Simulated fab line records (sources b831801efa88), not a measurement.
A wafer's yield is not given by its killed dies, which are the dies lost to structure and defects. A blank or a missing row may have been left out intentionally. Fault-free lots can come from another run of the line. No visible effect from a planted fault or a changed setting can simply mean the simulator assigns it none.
Tool commonality check	flow gf180mcu	Sampled: 12 lots, 36 wafers

## REASON IT WAS OPENED
2 of 12 lots carry a flag on the reading V5_CVD_00_THK at GF_V5_THK_MEAS_01. Fault-free wafers read 300 nm, with a standard deviation of 3.4.
Rule: flag the lot when none of its wafers has a number, or when each of its wafers that has one lies beyond 4 standard deviations from that mean. The other lots count as sound.

lot	measured	on	V5_CVD_00_THK (nm), wafer by wafer	flag
L327	day 26 09:25	filmMetro-01	302 305 305	
L328	day 26 20:55	filmMetro-04	296 299 297	
L329	day 27 06:17	filmMetro-02	303 299 303	
L331	day 27 13:20	filmMetro-01	294 298 298	
L333	day 28 09:12	filmMetro-04	301 302 297	
L334	day 28 14:39	filmMetro-04	304 302 301	
L335	day 28 21:23	filmMetro-01	305 300 304	
L337	day 29 17:14	filmMetro-02	301 300 303	
L338	day 29 22:37	filmMetro-01	302 301 302	
L340	day 30 08:04	filmMetro-01	254 250 248	FLAGGED
L341	day 30 15:57	filmMetro-01	256 253 254	FLAGGED
L347	day 32 07:01	filmMetro-01	296 291 292	
The mean of the flagged lots' numbers is 252 nm, -48 nm from the usual (-14 standard deviations).

## WHICH TOOL EACH LOT WENT THROUGH
2 process steps preceding the reading are held in the record, out of 602 steps in the route. Cell contents, in order: the tool; ch with the chambers the sampled wafers went through; the start.
lot	flag	GF_VT_IMPLANT_STRIP_42	GF_V5_CVD_00
L327		plasmaAsher-02 ch 0,1, day 7 13:37	hdpcvd-02 ch 0,1,2, day 26 09:22
L328		plasmaAsher-02 ch 0,1, day 7 20:16	hdpcvd-01 ch 1,2, day 26 20:53
L329		plasmaAsher-04 ch 0,1, day 8 09:22	hdpcvd-01 ch 0,2, day 27 06:13
L331		plasmaAsher-04 ch 0,1, day 8 14:14	hdpcvd-01 ch 0,1,2, day 27 13:17
L333		plasmaAsher-03 ch 0,1, day 9 06:13	hdpcvd-01 ch 1,2, day 28 09:08
L334		plasmaAsher-03 ch 0,1, day 9 13:47	hdpcvd-02 ch 0,1, day 28 14:35
L335		plasmaAsher-04 ch 0,1, day 9 17:10	hdpcvd-01 ch 1,2, day 28 21:20
L337		plasmaAsher-04 ch 0,1, day 10 12:25	hdpcvd-02 ch 0,1,2, day 29 17:10
L338		plasmaAsher-03 ch 1, day 10 18:43	hdpcvd-01 ch 1,2, day 29 22:34
L340	FLAGGED	plasmaAsher-02 ch 0,1, day 11 04:38	hdpcvd-02 ch 0,1,2, day 30 08:01
L341	FLAGGED	plasmaAsher-02 ch 0,1, day 11 10:37	hdpcvd-02 ch 1,2, day 30 15:53
L347		plasmaAsher-04 ch 0,1, day 13 05:20	hdpcvd-01 ch 1,2, day 32 06:59
What the steps here do:
- GF_VT_IMPLANT_STRIP_42: strips in O2/N2.
- GF_V5_CVD_00: deposits SiO2, target thk 300 nm, time 50 s.
- GF_V5_THK_MEAS_01

## FLAGGED OVER TOTAL, TOOL BY TOOL (the gauges that took the reading come last)
step	tool	lots run	flagged	share of the flagged lots	sound lots run after its first flagged lot
GF_VT_IMPLANT_STRIP_42	plasmaAsher-02	4	2	all	0
GF_VT_IMPLANT_STRIP_42	plasmaAsher-03	3	0	none	-
GF_VT_IMPLANT_STRIP_42	plasmaAsher-04	5	0	none	-
GF_V5_CVD_00	hdpcvd-01	7	0	none	-
GF_V5_CVD_00	hdpcvd-02	5	2	all	0
GF_V5_THK_MEAS_01	filmMetro-01	7	2	all	1 (L347)
GF_V5_THK_MEAS_01	filmMetro-02	2	0	none	-
GF_V5_THK_MEAS_01	filmMetro-04	3	0	none	-

## WHAT THE TABLE ALLOWS
In the table, 3 rows ran each flagged lot (plasmaAsher-02 at GF_VT_IMPLANT_STRIP_42; hdpcvd-02 at GF_V5_CVD_00; filmMetro-01 at GF_V5_THK_MEAS_01).
- plasmaAsher-02 at GF_VT_IMPLANT_STRIP_42 ran 4 lots, 2 of them flagged. Its last sound lot is L328 (day 7 20:16), its first flagged lot L340 (day 11 04:38): a fault that began between those two fits.
- hdpcvd-02 at GF_V5_CVD_00 ran 5 lots, 2 of them flagged. Its last sound lot is L337 (day 29 17:10), its first flagged lot L340 (day 30 08:01): a fault that began between those two fits. Its own readings (sih4FlowSccm) fall more than 4 standard deviations out on all wafers of the flagged lots.
- filmMetro-01 at GF_V5_THK_MEAS_01 ran 7 lots, 2 of them flagged. Lots that were sound ran on it after the first flagged one (L347); a persistent fault on the entire tool would not allow that.
Counting lots can't tell these 2 tools apart, because each fits a fault that began at some hour. More lots, or a look at what each step does to the wafer, might.

## WHAT HAD BEEN PUT IN BY THE SIMULATOR
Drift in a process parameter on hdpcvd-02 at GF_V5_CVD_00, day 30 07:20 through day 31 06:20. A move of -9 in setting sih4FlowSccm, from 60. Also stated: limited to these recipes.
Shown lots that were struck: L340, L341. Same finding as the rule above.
